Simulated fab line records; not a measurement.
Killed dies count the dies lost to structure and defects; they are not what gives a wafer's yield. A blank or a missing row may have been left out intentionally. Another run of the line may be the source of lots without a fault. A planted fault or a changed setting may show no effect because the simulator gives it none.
Problem report in the 8D (eight disciplines) form, filled by code + flow sky130 + the parts of the form that need people (team, actions taken, sign-off) are left out

## 1. THE ISSUE
Mean VT_ADJUST_LVTN_2_TW at SKY_VT_ADJUST_LVTN_TW_MEAS_21: 178.1 over 6 wafers in 2 lots; fault-free wafers: 189.5, standard deviation 1.9. That puts it -6.0 standard deviations away from the usual mean.
Earliest sighting: wafer L136.1 on film_metro-01 at day 11 14:11. The record holds 39 wafers of 13 lots with a number at this step. The rule behind "out" and "out of limits": a value lying over 4 standard deviations away from the usual mean. Any other wafer with a number is counted as sound.

## 2. WHAT IT IS; WHAT IT IS NOT
| question                    | is                           | is not                                                                          |
|-----------------------------|------------------------------|---------------------------------------------------------------------------------|
| which readings at this step | VT_ADJUST_LVTN_2_TW          | -                                                                               |
| which lots                  | L136, L137                   | L123, L124, L125, L126, L128, L129, L130, L131, L140, L141, L145                |
| which wafers of those lots  | all that have a number       | -                                                                               |
| read on which gauges        | film_metro-01, film_metro-03 | film_metro-02                                                                   |
| when                        | from day 11 14:11            | up to then (24 sound wafers); but 9 sound wafers of L140, L141, L145 came after |

## 3. SUSPECTS, AND WHAT RULES EACH OUT
Counting: a tool at any process step up to the reading remains a suspect when it ran all the lots that are out and ran no sound lot after the first of those.
- ruled out: the gauge at SKY_VT_ADJUST_LVTN_TW_MEAS_21. 2 gauges (film_metro-01, film_metro-03) read the wafers that are out.
- implanter-03 at SKY_VT_ADJUST_LVTN_IMPLANT_19: kept. All lots that are out passed through it, beginning with L136 at day 11 13:56, and no sound lot followed; its final sound lot before that point was L130 at day 9 20:49. Its own dose_ions_cm2, faraday_current_uA readings are out on those wafers.
Left after counting: implanter-03 at SKY_VT_ADJUST_LVTN_IMPLANT_19.

## 4. THE CAUSE (what the simulator had put in)
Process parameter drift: implanter-03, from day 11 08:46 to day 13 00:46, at SKY_VT_ADJUST_LVTN_IMPLANT_19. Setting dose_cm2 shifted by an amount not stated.
Counting left only this tool.

## 5. SEQUENCE OF EFFECTS, ordered by route
Each row: a reading where the mean over the struck wafers with a number is more than 3 standard deviations away from the usual. Readings are gone through only where the record gives a usual standard deviation; hours: the median, over the lots, of the time from a lot's start at the first step in this table giving one to that lot's start at this step; sigmas: the change measured in usual standard deviations.
| hours | step                          | reading             | usual     | on struck wafers | change     | sigmas      |
|-------|-------------------------------|---------------------|-----------|------------------|------------|-------------|
| 0     | SKY_VT_ADJUST_LVTN_IMPLANT_19 | dose_ions_cm2       | 6.498e+11 | 5.179e+11        | -1.319e+11 | -99 or more |
| 0     | SKY_VT_ADJUST_LVTN_IMPLANT_19 | faraday_current_uA  | 3.67      | 2.91             | -0.76      | -10         |
| 0     | SKY_VT_ADJUST_LVTN_TW_MEAS_21 | VT_ADJUST_LVTN_2_TW | 189.5     | 178.1            | -11.4      | -6.0        |
Here are the process steps it includes:
- SKY_VT_ADJUST_LVTN_IMPLANT_19
Later steps that measure or inspect, where all struck wafers having a row at the step show a number for every such reading and not one has moved that far: SKY_SD_P_OVL_MEAS_08, SKY_LI_CONTACT_OVL_MEAS_13, SKY_LOCAL_INTERCONNECT_CD_MEAS_11.

## 6. HOW IT WOULD HAVE BEEN CAUGHT EARLIER
Counted from the fault's start at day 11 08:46, it took 5 hours until the first out-of-limits reading at a measuring or inspecting step in this record, taken at day 11 14:11.
Tool's own readings at SKY_VT_ADJUST_LVTN_IMPLANT_19, dose_ions_cm2, faraday_current_uA: out on all struck wafers the step has rows for; an alarm limit on them would have tripped on the first.
Of the lots that are out (2), L137 began SKY_VT_ADJUST_LVTN_IMPLANT_19 on implanter-03 after day 11 14:11. A tool hold placed at that time would have kept it from harm.
